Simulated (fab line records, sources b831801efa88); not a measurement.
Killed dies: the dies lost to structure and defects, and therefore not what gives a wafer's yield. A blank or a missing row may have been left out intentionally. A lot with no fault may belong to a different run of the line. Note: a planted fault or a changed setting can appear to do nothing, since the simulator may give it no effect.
Which tool was responsible? ; flow gf180mcu ; 12 lots, 36 wafers sampled, at 5 steps of a route of 602

WHAT THE GAUGES READ, wafer by wafer
GF_SAB_OVL_MEAS_10. Usual: SAB_OVL gives -0.8 nm (standard deviation 1.4).
lot;measured;on;SAB_OVL (nm);flag
L754;day 15 12:29;overlay-01;-1.0 0.1 -2.0;
L755;day 16 04:28;overlay-01;0.2 -0.9 -1.0;
L756;day 16 14:31;overlay-01;0.1 1.7 3.2;
L762;day 18 18:55;overlay-02;-0.3 -1.1 -2.7;
L763;day 19 02:52;overlay-01;-1.0 -0.5 -0.5;
L764;day 19 10:26;overlay-01;2.8 1.6 2.9;
L765;day 19 17:34;overlay-02;-2.7 -1.9 -2.1;
L773;day 22 09:22;overlay-01;-3.3 -1.1 -2.0;
L772;day 22 12:31;overlay-01;-1.6 0.0 -0.6;
L774;day 22 14:56;overlay-01;-0.8 -0.6 -0.5;
L775;day 22 23:49;overlay-02;-2.0 -0.1 -0.8;
L776;day 23 15:25;overlay-02;-0.8 -0.1 -0.2;

GF_CONTACT_THK_MEAS_01. Usual: CONTACT_CVD_00_THK gives 301 nm (standard deviation 3.7).
lot;measured;on;CONTACT_CVD_00_THK (nm);flag
L754;day 15 13:31;film metro-02;298 299 301;
L755;day 16 05:28;film metro-02;297 303 299;
L756;day 16 15:28;film metro-02;300 300 303;
L762;day 18 19:53;film metro-02;294 300 295;
L763;day 19 03:50;film metro-02;301 294 294;
L764;day 19 11:23;film metro-04;296 295 149;OFF
L765;day 19 18:30;film metro-01;296 152 302;OFF
L773;day 22 10:19;film metro-04;304 298 295;
L772;day 22 13:28;film metro-04;305 300 303;
L774;day 22 15:55;film metro-04;296 298 302;
L775;day 23 00:46;film metro-02;302 301 302;
L776;day 23 16:25;film metro-02;309 303 303;

EACH LOT AND THE TOOL THAT RAN IT (in order: tool; ch and the chambers of the sampled wafers; start)
lot;GF_SAB_CVD_00;GF_SALICIDE_RTA_08;GF_CONTACT_CVD_00
L754;pecvd-01 ch 1,2, day 14 14:42;rtp anneal-01 ch 0, day 15 13:23;hdpcvd-02 ch 0,2, day 15 13:28
L755;pecvd-01 ch 0,1,2, day 15 06:35;rtp anneal-02 ch 0, day 16 05:19;hdpcvd-01 ch 0,1,2, day 16 05:24
L756;pecvd-02 ch 0,2, day 15 16:21;rtp anneal-02 ch 0, day 16 15:20;hdpcvd-01 ch 1,2, day 16 15:25
L762;pecvd-02 ch 1,2, day 17 19:38;rtp anneal-01 ch 0, day 18 19:45;hdpcvd-01 ch 0,1,2, day 18 19:49
L763;pecvd-03 ch 0,2, day 18 03:24;rtp anneal-01 ch 0, day 19 03:41;hdpcvd-02 ch 1,2, day 19 03:47
L764;pecvd-02 ch 0,1, day 18 10:49;rtp anneal-01 ch 0, day 19 11:16;hdpcvd-02 ch 0,2, day 19 11:20
L765;pecvd-01 ch 0,2, day 18 17:53;rtp anneal-02 ch 0, day 19 18:22;hdpcvd-02 ch 0,1,2, day 19 18:28
L773;pecvd-02 ch 0,1, day 21 09:14;rtp anneal-02 ch 0, day 22 10:11;hdpcvd-02 ch 1,2, day 22 10:17
L772;pecvd-03 ch 0,2, day 21 12:12;rtp anneal-01 ch 0, day 22 13:19;hdpcvd-01 ch 1,2, day 22 13:25
L774;pecvd-03 ch 1,2, day 21 15:22;rtp anneal-02 ch 0, day 22 15:46;hdpcvd-01 ch 1,2, day 22 15:51
L775;pecvd-03 ch 1,2, day 22 00:12;rtp anneal-02 ch 0, day 23 00:37;hdpcvd-02 ch 0,1, day 23 00:43
L776;pecvd-01 ch 0,1, day 22 16:18;rtp anneal-02 ch 0, day 23 16:17;hdpcvd-02 ch 0,1, day 23 16:21
- GF_SAB_CVD_00: deposits SiO2 from TEOS, target thk 50 nm, time 4.9302 s.
- GF_SALICIDE_RTA_08: time 30 s.
- GF_CONTACT_CVD_00: deposits SiO2, target thk 300 nm, time 50 s.

WHAT THE TOOLS THEMSELVES READ (means of the sampled wafers that have a number; where no wafer has one, the mark that the record gives instead)
GF_SAB_CVD_00. Usual: heater power w 623 W, standard deviation 110; susceptor temp C 399.98 C, standard deviation 0.21.
lot;tool;heater power w (W);susceptor temp C (C);flag
L754;pecvd-01;571;400.11;
L755;pecvd-01;518;399.92;
L756;pecvd-02;630;399.64;
L762;pecvd-02;624;399.85;
L763;pecvd-03;765;399.84;
L764;pecvd-02;576;399.81;
L765;pecvd-01;574;400.14;
L773;pecvd-02;654;400.22;
L772;pecvd-03;688;399.95;
L774;pecvd-03;821;400.22;
L775;pecvd-03;748;400.10;
L776;pecvd-01;507;399.88;

GF_SALICIDE_RTA_08. Usual: anneal temp c max 804.9, standard deviation 1.6; lamp power pct 15.0 %, standard deviation 0.78; wafer_temp_C_max 803.2, standard deviation 0.75.
lot;tool;anneal temp c max;lamp power pct (%);wafer_temp_C_max;flag
L754;rtp anneal-01;806.4;16.1;803.5;
L755;rtp anneal-02;804.6;14.4;803.1;
L756;rtp anneal-02;804.0;14.4;803.0;
L762;rtp anneal-01;806.1;16.0;803.6;
L763;rtp anneal-01;806.9;16.1;804.1;
L764;rtp anneal-01;806.0;16.0;803.3;
L765;rtp anneal-02;803.9;14.4;803.0;
L773;rtp anneal-02;803.4;14.4;803.4;
L772;rtp anneal-01;807.1;16.1;803.6;
L774;rtp anneal-02;803.7;14.4;802.5;
L775;rtp anneal-02;803.1;14.4;802.7;
L776;rtp anneal-02;804.1;14.4;802.7;

GF_CONTACT_CVD_00. Usual: pressure mtorr 6.000 mTorr, standard deviation 0.012; sih4 flow sccm 60.01 sccm, standard deviation 0.18; susceptor temp C 400.02 C, standard deviation 0.23.
lot;tool;pressure mtorr (mTorr);sih4 flow sccm (sccm);susceptor temp C (C);flag
L754;hdpcvd-02;6.005;59.99;400.09;
L755;hdpcvd-01;6.003;60.04;400.15;
L756;hdpcvd-01;5.994;59.96;400.16;
L762;hdpcvd-01;6.005;60.03;400.05;
L763;hdpcvd-02;6.014;60.15;400.16;
L764;hdpcvd-02;5.997;49.99;400.12;OFF
L765;hdpcvd-02;5.992;50.24;399.84;OFF
L773;hdpcvd-02;6.004;59.90;399.83;
L772;hdpcvd-01;6.005;59.91;400.39;
L774;hdpcvd-01;6.003;60.02;399.90;
L775;hdpcvd-02;6.002;60.02;400.00;
L776;hdpcvd-02;6.021;59.95;399.87;

THE ANSWER, worked out from the rows above alone
Rule: lot off if the mean of its wafers having a number is beyond 3 standard deviations from the usual mean. Also off: a lot with no number at a reading for which 4 or more lots have one. The other lots that the step has rows for count as sound. The gauges are gone through in route order, then the tools' own readings, and for those a lot's mean is taken as printed above. The first step at which some lot is off is used, and at that step the reading that is off furthest; a lot without a number counts as furthest.
Off: L764, L765, at GF_CONTACT_THK_MEAS_01 (CONTACT_CVD_00_THK).
If a tool, at a process step before that reading, ran all the lots that are off and no sound lot after the first of them, it fits. The gauges at GF_CONTACT_THK_MEAS_01 aren't tried: what is off there is off at GF_CONTACT_CVD_00 too, on other tools, and a gauge's error can't cause that. No candidate that was tried fits.

WHAT WAS PUT IN BY THE SIMULATOR
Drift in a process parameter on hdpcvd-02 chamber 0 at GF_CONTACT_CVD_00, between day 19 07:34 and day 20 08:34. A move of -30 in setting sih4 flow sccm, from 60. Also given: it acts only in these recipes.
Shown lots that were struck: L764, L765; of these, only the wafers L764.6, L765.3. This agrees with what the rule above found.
